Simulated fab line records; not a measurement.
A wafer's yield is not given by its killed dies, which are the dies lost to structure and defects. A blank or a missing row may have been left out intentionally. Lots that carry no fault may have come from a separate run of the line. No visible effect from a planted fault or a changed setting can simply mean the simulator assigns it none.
Comparing a struck lot with a sound one / flow gf180mcu / 37 steps out of a route of 602
Sound: these wafers, L485.1, L485.2, L485.6. Struck: wafer L490.1 (L490.2, L490.4, from the same lot, were not struck and are left out); the cause is given at the end.
For every step that has rows: the tool of each side, followed by ch and its chambers, followed by its first start. Under that, the readings that differ: sound wafers / struck wafers / difference of the means / sigmas: that difference in standard deviations of wafers without a fault.
alike: a reading whose means differ by less than 2 such deviations, as well as words and numbers matching on both sides. not compared: withheld readings; readings where some wafer has no value; bounds like >300 that might hide an equal value; numbers whose values overlap and for which the record gives no deviation.
Wherever a step has rows on one side only, a row that says differs or no value, or a row with sigmas, the two part there. When numbers do not overlap yet have no deviation, they are printed without sigmas and do not part them. A reading missing from all wafers of one side parts the sides only when that side holds two or more wafers.

first, 2 steps without rows for these wafers: GF_M3_PEB_12 (peb time 90 s); GF_M3_DEVELOP_13 (develop time 60 s).
GF_M3_CD_MEAS_14 targets a cd of 280 nm.
  sound on cd-sem-02, day 21 15:08; struck on cd-sem-01, day 23 10:59
  alike: cd-nm
GF_M3_OVL_MEAS_15:
  sound on overlay-01, day 21 15:16; struck on overlay-01, day 23 11:06
reading=M3_OVL (nm); sound=-8 -16 -12; struck=6; difference=+18; sigmas=+3
then, 1 step without rows for these wafers: GF_M3_METAL_ETCH_16 (etches the open film in Cl2/BCl3, stops on SiO2, target depth 627.5 nm, time 104.6 s).
GF_M3_STRIP_17: strips in O2/N2.
  sound on plasma-asher-01 ch 0,1, day 21 15:25; struck on plasma-asher-03 ch 0, day 23 11:15
  alike: drypump-motor-current-A, heater-power-w, oes-product-au, strip-time-to-endpoint-s
  not compared: rf-hours-counter-h
then, 3 steps without rows for these wafers: GF_M3_STRIP_18 (strips in post etch residue remover, time 1200 s); GF_M3_CLEAN_19 (cleans in DIW); GF_V3_CVD_00 (deposits SiO2, target thk 600 nm, time 100 s).
GF_V3_THK_MEAS_01:
  sound on film-metro-03, day 21 16:01; struck on film-metro-02, day 23 12:08
  alike: V3_CVD_00_THK
then, 1 step without rows for these wafers: GF_V3_CVD_02 (deposits SiO2 from TEOS, target thk 850 nm, time 94.851 s).
GF_V3_THK_MEAS_03:
  sound on film-metro-02, day 21 16:09; struck on film-metro-04, day 23 12:16
  alike: V3_CVD_02_THK
GF_V3_CMP_04: polishes SiO2.
  sound on cmp-01 ch 0,1, day 21 16:13; struck on cmp-01 ch 0, day 23 12:22
reading=time-to-endpoint-s (s); sound=73 80 86; struck=15; difference=-65; sigmas=-13
reading=model.SiO2_of_V3_CVD_02.thk-nm (nm); sound=631.5 631.3 631.4; struck=791.1; difference=+159.7; sigmas=
  alike: motor-current-A
GF_V3_BOW_MEAS_05:
  sound on film-metro-02, day 21 16:31; struck on film-metro-02, day 23 12:37
  alike: V3_BOW
then, 8 steps without rows for these wafers: GF_V3_DEHYDRATE_06 (time 60 s); GF_V3_HMDS_07 (prime time 60 s); GF_V3_COAT_08; GF_V3_COAT_09 (resist thk 1000 nm); GF_V3_SOFTBAKE_10 (time 60 s); GF_V3_EXPOSE_11 (exposes mask Via3, target cd 260 nm); GF_V3_PEB_12 (peb time 90 s); GF_V3_DEVELOP_13 (develop time 60 s).
GF_V3_CD_MEAS_14 targets a cd of 260 nm.
  sound on cd-sem-02, day 22 16:05; struck on cd-sem-01, day 24 11:07
  alike: cd-nm
GF_V3_OVL_MEAS_15:
  sound on overlay-02, day 22 16:13; struck on overlay-01, day 24 11:14
  alike: V3_OVL
GF_V3_ETCH_16: etches BARC in N2/H2.
  sound on rie-diel-01 ch 0,1, day 22 16:15; struck on rie-diel-01 ch 3, day 24 11:16
  alike: drypump-motor-current-A, oes-product-au, throttle-valve-pct
GF_V3_ETCH_17: etches SiO2 in C4F8/O2/Ar, stops on TiN, target depth 635 nm.
  sound: rie-diel-01 ch 0,1; struck: rie-diel-01 ch 3
reading=oes-product-au (a.u.); sound=0.866 0.858 0.858; struck=0.978; difference=+0.117; sigmas=+25
reading=model.V3.feature-depth-nm (nm); sound=631.5 631.3 631.4; struck=791.1; difference=+159.7; sigmas=
reading=model.etch.depth-nm (nm); sound=631.5 631.3 631.4; struck=791.1; difference=+159.7; sigmas=
GF_V3_STRIP_18: strips in O2/N2.
  sound on plasma-asher-02 ch 0,1, day 22 16:23; struck on plasma-asher-02 ch 1, day 24 11:23
  alike: drypump-motor-current-A, heater-power-w, oes-product-au
  not compared: rf-hours-counter-h
then, 2 steps without rows for these wafers: GF_V3_STRIP_19 (strips in post etch residue remover, time 1200 s); GF_V3_CLEAN_20 (cleans in DIW).
GF_V3_SPUTTER_21: material Ti, target thk 15 nm, time 80.02 s.
  sound on pvd-sputter-03, day 22 17:02; struck on pvd-sputter-01, day 24 11:56
  alike: chamber-pressure-pa, throttle-valve-pct
then, 1 step without rows for these wafers: GF_V3_SPUTTER_22 (material TiN, target thk 10 nm, time 40 s).
GF_V3_CVD_23: deposits W, target thk 350 nm, time 104.9 s.
  sound on cvd-w-01 ch 0,1, day 22 17:08; struck on cvd-w-01 ch 0, day 24 12:02
  alike: heater-power-w, susceptor-temp-C
  not compared: since-wet-clean-h
GF_V3_RS_MEAS_24: uses a four-point probe to measure.
  sound on film-metro-04, day 22 17:14; struck on film-metro-03, day 24 12:08
  alike: V3_W_RS
GF_V3_THK_MEAS_25: measures by xrf.
  sound on film-metro-04, day 22 17:22; struck on film-metro-03, day 24 12:16
  alike: V3_W_THK
GF_V3_CMP_26: polishes, stops on SiO2, t overpolish 15 s, target thk 0 nm.
  sound on cmp-02 ch 1,2, day 22 17:25; struck on cmp-01 ch 3, day 24 12:22
reading=model.SiO2_of_V3_CVD_02.thk-nm (nm); sound=627.7 627.6 627.6; struck=787.3; difference=+159.7; sigmas=
  alike: motor-current-A
then, 1 step without rows for these wafers: GF_M4_SPUTTER_00 (material Ti, target thk 37.5 nm, time 150 s).
-- the record jumps here: 6 days lie between the struck wafers' starts before and after (it left off in module M4 and takes up again in module PASSIVATION, whose first step shown is number 602 of the route) --
GF_PASSIVATION_PROBE_99:
  sound on prober-02, day 29 04:17; struck on prober-01, day 30 18:42
reading=model.etest.met4-comb.leak-log10-a-um; sound=-11.96 -11.9 -11.98; struck=-9.569; difference=+2.378; sigmas=
reading=model.etest.via3-chain.rc-ohm; sound=6.435 6.672 6.295; struck=7.641; difference=+1.174; sigmas=

== WHERE THEY PART ==
Last at GF_V3_ETCH_17 as far as this record goes, first at GF_M3_OVL_MEAS_15. Later steps at which nothing parts them and some readings are alike: GF_V3_STRIP_18, GF_V3_SPUTTER_21, GF_V3_CVD_23, GF_V3_RS_MEAS_24, GF_V3_THK_MEAS_25, GF_V3_CMP_26.

WHY: whatever the simulator had introduced
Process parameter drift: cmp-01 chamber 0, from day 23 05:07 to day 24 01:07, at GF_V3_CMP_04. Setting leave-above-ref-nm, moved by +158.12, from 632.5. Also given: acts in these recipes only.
